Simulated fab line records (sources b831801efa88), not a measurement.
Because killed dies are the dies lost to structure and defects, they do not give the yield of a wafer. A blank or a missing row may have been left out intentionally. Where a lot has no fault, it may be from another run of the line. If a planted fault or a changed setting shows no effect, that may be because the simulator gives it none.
Which tool was responsible? | flow gf180mcu | at 1 step of a route of 602, 15 lots with 45 wafers sampled

WHAT EACH GAUGE READ, for each wafer
GF_V1_CD_MEAS_14 targets a cd of 260 nm.
lot  | measured     | on       | cdNm (nm)
L807 | day 19 05:11 | cdSem-02 | 260.1 260.5 260.2
L808 | day 19 18:14 | cdSem-02 | 259.0 258.9 259.2
L810 | day 20 13:37 | cdSem-02 | 258.7 259.1 259.4
L811 | day 21 02:52 | cdSem-01 | 262.2 260.5 261.2
L812 | day 21 03:11 | cdSem-02 | 259.1 258.4 258.3
L813 | day 21 20:05 | cdSem-01 | 259.0 259.9 259.4
L814 | day 22 04:35 | cdSem-01 | 258.9 259.6 258.7
L820 | day 24 07:47 | cdSem-02 | 261.6 261.8 262.1
L821 | day 24 10:16 | cdSem-01 | 262.8 262.6 260.7
L822 | day 24 15:22 | cdSem-02 | 261.1 260.9 260.3
L823 | day 25 01:13 | cdSem-01 | 259.9 261.2 260.7
L824 | day 25 09:31 | cdSem-01 | 258.6 258.7 258.0
L825 | day 25 21:43 | cdSem-01 | 260.3 260.5 260.4
L826 | day 25 23:17 | cdSem-02 | 260.7 261.3 261.8
L827 | day 26 03:07 | cdSem-01 | 260.1 259.4 259.1

EACH LOT AND THE TOOL THAT RAN IT (in order: tool; ch and the chambers of the sampled wafers; start)
Record: no process step prior to these readings.

AS READ BY THE TOOLS THEMSELVES (means over the sampled wafers that have a number; for cases with no such wafer, the mark the record gives instead)
The record holds no such reading with a usual standard deviation.

THE ANSWER, worked out from the rows above alone
Rule: usual is defined by the lots themselves. The widest of any qualifying gaps counts: lots, ordered by their means at a reading, are off when they make up no more than a third of the lots, leave a main group of 4 or more, and stand apart from it by 3 or more times the standard deviation of that group's means. A main group is skipped when, at the precision printed for the reading in the tables above, its means are all equal. A lot without any number at a reading at which 4 lots or more have one is off too. Any other lot the step has rows for is counted as sound. The gauges are gone through in route order, then the tools' own readings, and for those a lot's mean is taken as printed above. At the first step where some lot is off, the reading lying furthest off is the one used; lots without a number count as furthest.
Nothing can be told from this: no lot is off at any reading shown.

WHAT WAS PUT IN BY THE SIMULATOR
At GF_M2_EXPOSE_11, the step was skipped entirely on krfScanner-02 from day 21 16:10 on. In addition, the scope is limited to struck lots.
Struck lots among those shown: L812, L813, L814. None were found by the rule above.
